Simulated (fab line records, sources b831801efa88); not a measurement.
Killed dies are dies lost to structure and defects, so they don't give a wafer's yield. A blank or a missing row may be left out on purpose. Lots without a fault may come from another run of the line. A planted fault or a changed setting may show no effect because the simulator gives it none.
A struck lot beside a sound one | flow gf180mcu | 15 steps out of a route of 602
Sound: wafers L243.1, L243.4, L243.5. Struck: wafers L251.2, L251.3, L251.5. The cause comes at the end.
At each step with rows: each side's tool, then ch and its chambers, then its first start. Under that, the readings that differ: sound wafers | struck wafers | difference of the means | sigmas: that difference in standard deviations of wafers without a fault.
alike: readings whose means differ by less than 2 such deviations, and words and numbers that are the same on both sides. not compared: withheld readings, readings that some wafer has no value for, bounds like >300 that may hide the same value, and numbers for which the record gives no deviation and whose values overlap.
The two part at a step that has a row with sigmas, a row that says differs or no value, or rows on one side only. Numbers that don't overlap but have no deviation are shown without sigmas and don't part them. A reading that every wafer of one side lacks parts them only if that side has two wafers or more.

first, 6 steps without rows for these wafers: GF_TOP_METAL_HMDS_08 (prime time 60 s); GF_TOP_METAL_COAT_09 (resist thk 1500 nm); GF_TOP_METAL_SOFTBAKE_10 (time 60 s); GF_TOP_METAL_EXPOSE_11 (exposes mask MetalTop, target cd 440 nm); GF_TOP_METAL_PEB_12; GF_TOP_METAL_DEVELOP_13 (develop time 60 s).
GF_TOP_METAL_CD_MEAS_14: target cd 440 nm.
  sound on cd_sem-02, day 29 01:37; struck on cd_sem-01, day 31 13:43
  reading    | sound             | struck            | difference | sigmas
  cd_nm (nm) | 435.2 432.9 434.1 | 439.1 438.2 438.4 | +4.5       | +2
GF_TOP_METAL_OVL_MEAS_15:
  sound on overlay-01, day 29 01:44; struck on overlay-01, day 31 13:50
  reading            | sound          | struck      | difference | sigmas
  TOP_METAL_OVL (nm) | -2.2 -2.7 -1.1 | 1.7 2.7 3.7 | +4.7       | +2
GF_TOP_METAL_METAL_ETCH_16: etches the open film in Cl2/BCl3, stops on SiO2, target depth 1197 nm, time 199.5 s.
  sound on rie_metal-01 ch 0,1, day 29 01:46; struck on rie_metal-04 ch 0,1, day 31 13:52
  alike: bcl3_flow_sccm, drypump_motor_current_A, oes_product_au, throttle_valve_pct
  not compared: rf_hours_counter_h
GF_TOP_METAL_STRIP_17: strips in O2/N2.
  sound on plasma_asher-03 ch 0,1, day 29 01:57; struck on plasma_asher-02 ch 0,1, day 31 14:03
  alike: drypump_motor_current_A, heater_power_w, oes_product_au, strip_time_to_endpoint_s
  not compared: rf_hours_counter_h
then, 2 steps without rows for these wafers: GF_TOP_METAL_STRIP_18 (strips in post etch residue remover, time 1200 s); GF_TOP_METAL_CLEAN_19 (cleans in DIW).
GF_PASSIVATION_CVD_00: deposits SiO2 from TEOS, target thk 1000 nm, time 111.95 s.
  sound on pecvd-04 ch 1,2, day 29 02:29; struck on pecvd-04 ch 0,1, day 31 14:35
  alike: heater_power_outer_w, heater_power_w
GF_PASSIVATION_THK_MEAS_01:
  sound on film_metro-02, day 29 02:34; struck on film_metro-03, day 31 14:40
  reading                     | sound         | struck      | difference | sigmas
  PASSIVATION_CVD_00_THK (nm) | 980 1020 1015 | 874 851 892 | -133       | -9
GF_PASSIVATION_CVD_02: deposits Si3N4, target thk 700 nm, time 486.18 s.
  sound on pecvd-02 ch 0,1, day 29 02:37; struck on pecvd-02 ch 0,2, day 31 14:43
  alike: heater_power_outer_w, heater_power_w

WHERE THEY PART
First at GF_TOP_METAL_CD_MEAS_14; last, within this record, at GF_PASSIVATION_THK_MEAS_01. Later steps at which nothing parts them and some readings are alike: GF_PASSIVATION_CVD_02.

WHY: what the simulator had put in
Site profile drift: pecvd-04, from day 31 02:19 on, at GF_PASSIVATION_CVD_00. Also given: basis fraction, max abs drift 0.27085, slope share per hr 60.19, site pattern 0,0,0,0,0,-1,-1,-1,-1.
